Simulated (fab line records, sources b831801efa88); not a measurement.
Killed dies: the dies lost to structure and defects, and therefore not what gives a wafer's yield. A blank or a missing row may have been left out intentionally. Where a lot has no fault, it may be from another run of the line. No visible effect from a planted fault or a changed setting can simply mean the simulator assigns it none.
A struck lot beside a sound one    flow sky130    43 out of 708 route steps
Sound: these wafers, L179.2, L179.4, L179.5. Struck: wafers L184.2, L184.4. (L184.5 of the same lot was not struck and is left out.) The cause comes at the end.
For every step that has rows: the tool of each side, followed by ch and its chambers, followed by its first start. Under that, the readings that differ: sound wafers    struck wafers    difference of the means    sigmas: that difference in standard deviations of wafers without a fault.
alike: same words and numbers on both sides, and readings whose means sit less than 2 such deviations apart. not compared: any withheld reading, any reading some wafer has no value for, any bound like >300 that may hide the same value, and any number with overlapping values for which the record gives no deviation.
The two part at a step that has a row with sigmas, a row that says differs or no value, or rows on one side only. Numbers that have no deviation but don't overlap get no sigmas and don't part them. Lack of a reading on every wafer of one side parts them only where that side has two or more wafers.

first, 5 steps without rows for these wafers: SKY_VIA4_COAT_06 (resist thk 1140 nm); SKY_VIA4_SOFTBAKE_07 (time 60 s); SKY_VIA4_EXPOSE_08 (exposes mask VIM4, target cd 800 nm); SKY_VIA4_PEB_09; SKY_VIA4_DEVELOP_10 (develop time 60 s).
SKY_VIA4_OVL_MEAS_11:
  sound on overlay-02 at day 45 02:10; struck on overlay-02 at day 45 21:52
  alike: VIA4_OVL
then, 5 steps without rows for these wafers: SKY_VIA4_ETCH_12 (etches SiO2 in C4F8/O2/Ar, stops on TiN, target depth 580 nm); SKY_VIA4_STRIP_13 (strips in O2/N2); SKY_VIA4_STRIP_14 (strips in post etch residue remover, time 1200 s); SKY_VIA4_CLEAN_15 (cleans in IPA, time 180 s); SKY_VIA4_CLEAN_16 (cleans in O3/DIW).
SKY_VIA4_SPUTTER_17: material TiN, target thk 20 nm, time 80 s.
  sound on pvd-sputter-03 at day 45 02:52; struck on pvd-sputter-01 at day 45 22:35
  alike: throttle-valve-pct
SKY_VIA4_CVD_18: deposits W, target thk 505 nm, time 152.14 s.
  sound on cvd-w-01 ch 1, day 45 02:55; struck on cvd-w-02 ch 1, day 45 22:39
  alike: heater-power-w, susceptor-temp-C
SKY_VIA4_RS_MEAS_19: measures by four-point-probe.
  sound on film-metro-01 at day 45 03:06; struck on film-metro-02 at day 45 22:49
  alike: VIA4_W_RS
SKY_VIA4_THK_MEAS_20: measures by xrf.
  sound on film-metro-01 at day 45 03:13; struck on film-metro-02 at day 45 22:56
  alike: VIA4_W_THK
then, 1 step without rows for these wafers: SKY_VIA4_CMP_21 (polishes, stops on SiO2, t overpolish 25 s, target thk 0 nm).
SKY_METAL5_SPUTTER_00: material Ti, target thk 15 nm, time 10 s.
  sound on pvd-sputter-02 at day 45 03:34; struck on pvd-sputter-01 at day 46 06:19
reading                 sound           struck     difference  sigmas
throttle-valve-pct (%)  30.4 31.3 31.5  28.5 27.9  -2.9        -2
then, 2 steps without rows for these wafers: SKY_METAL5_SPUTTER_01 (material TiN, target thk 20 nm, time 16.7 s); SKY_METAL5_SPUTTER_02 (material AlCu, target thk 1150 nm, time 61.2 s).
SKY_METAL5_SPUTTER_03: material Ti, target thk 5 nm, time 3.3 s.
  sound on pvd-sputter-02 at day 45 03:39; struck on pvd-sputter-01 at day 46 06:25
reading                 sound           struck     difference  sigmas
throttle-valve-pct (%)  30.1 31.5 31.2  28.2 27.9  -2.9        -2
SKY_METAL5_SPUTTER_04: material TiN, target thk 70 nm, time 58.3 s.
  sound on pvd-sputter-02 at day 45 03:40; struck on pvd-sputter-01 at day 46 06:25
reading                 sound           struck     difference  sigmas
throttle-valve-pct (%)  30.7 31.5 31.7  28.3 28.0  -3.2        -2
SKY_METAL5_RS_MEAS_05: measures by four-point-probe.
  sound on film-metro-02 at day 45 03:44; struck on film-metro-02 at day 46 06:29
  alike: METAL5_ALCU_RS
SKY_METAL5_THK_MEAS_06: measures by xrf.
  sound on film-metro-02 at day 45 03:51; struck on film-metro-02 at day 46 06:36
  alike: METAL5_ALCU_THK
then, 8 steps without rows for these wafers: SKY_METAL5_DEHYDRATE_07 (time 60 s); SKY_METAL5_HMDS_08 (prime time 60 s); SKY_METAL5_COAT_09 (resist thk 1800 nm); SKY_METAL5_SOFTBAKE_10 (time 60 s); SKY_METAL5_EXPOSE_11 (exposes mask MM5, target cd 1600 nm); SKY_METAL5_PEB_12; SKY_METAL5_DEVELOP_13 (develop time 60 s); SKY_METAL5_DESCUM_14 (chemistry O2, time 11 s).
SKY_METAL5_METAL_ETCH_15: etches the open film in Cl2/BCl3, stops on SiO2, target depth 1260 nm, time 252 s.
  sound on rie-metal-02 ch 0,1, day 46 01:35; struck on rie-metal-03 ch 1, day 46 23:56
  alike: drypump-motor-current-A, oes-product-au, throttle-valve-pct
  not compared: rf-hours-counter-h
then, 5 steps without rows for these wafers: SKY_METAL5_STRIP_16 (strips in O2/N2); SKY_METAL5_STRIP_17 (strips in post etch residue remover, time 1200 s); SKY_METAL5_CLEAN_18 (cleans in IPA, time 180 s); SKY_METAL5_CLEAN_19 (cleans in O3/DIW); SKY_PASSIVATION_CVD_00 (deposits SiO2, target thk 90 nm).
SKY_PASSIVATION_THK_MEAS_01:
  sound on film-metro-04 at day 46 02:26; struck on film-metro-04 at day 47 00:47
reading                      sound           struck     difference  sigmas
PASSIVATION_CVD_00_THK (nm)  91.4 92.5 92.7  88.6 90.7  -2.5        -2
then, 1 step without rows for these wafers: SKY_PASSIVATION_CVD_02 (deposits Si3N4, target thk 540 nm).
SKY_PASSIVATION_THK_MEAS_03:
  sound on film-metro-03 at day 46 02:43; struck on film-metro-04 at day 47 01:04
  alike: PASSIVATION_CVD_02_THK
then, 2 steps without rows for these wafers: SKY_PASSIVATION_DEHYDRATE_04 (time 60 s); SKY_PASSIVATION_HMDS_05 (prime time 60 s).
SKY_PAD_OPEN_PROBE_99:
  sound on prober-02 at day 47 15:24; struck on prober-02 at day 48 15:15
reading                                sound              struck       difference  sigmas
defect-limited-yield (%)               82.1 82.5 83.9     70.7 72.2    -11.4       -6
killed_at_M4_up                        4 3 7              66 61        +59         +31
killed-dies                            88 86 79           144 137      +56         +6
sort_bin_3_pad_short (%)               0.6 1.0 1.2        2.6 3.7      +2.2        +6
sort_bin_5_function (%)                10.2 10.6 8.7      19.1 17.7    +8.6        +5
sort-n-pass                            404 406 413        348 355      -56         -6
sort-yield-pct (%)                     82.1 82.5 83.9     70.7 72.2    -11.4       -6
model.etest.tester.sort-n-pass         404 406 413        348 355      -56         
model.etest.tester.sort-yield-pct (%)  82.11 82.52 83.94  70.73 72.15  -11.42      
model.etest.tester.sort_bin_5_pct (%)  10.16 10.57 8.74   19.11 17.68  +8.57       
model.etest.tester.sort_bin_3_pct (%)  0.6098 1.016 1.22  2.642 3.659  +2.202      
  alike: killed_at_M0_to_M3, killed-at-contacts, killed-at-front-end, killed-at-other, killed-open, killed-short, sort_bin_6_memory

## WHERE THEY PART
First at SKY_METAL5_SPUTTER_00; last, within this record, at SKY_PAD_OPEN_PROBE_99.

WHY: what the simulator had put in
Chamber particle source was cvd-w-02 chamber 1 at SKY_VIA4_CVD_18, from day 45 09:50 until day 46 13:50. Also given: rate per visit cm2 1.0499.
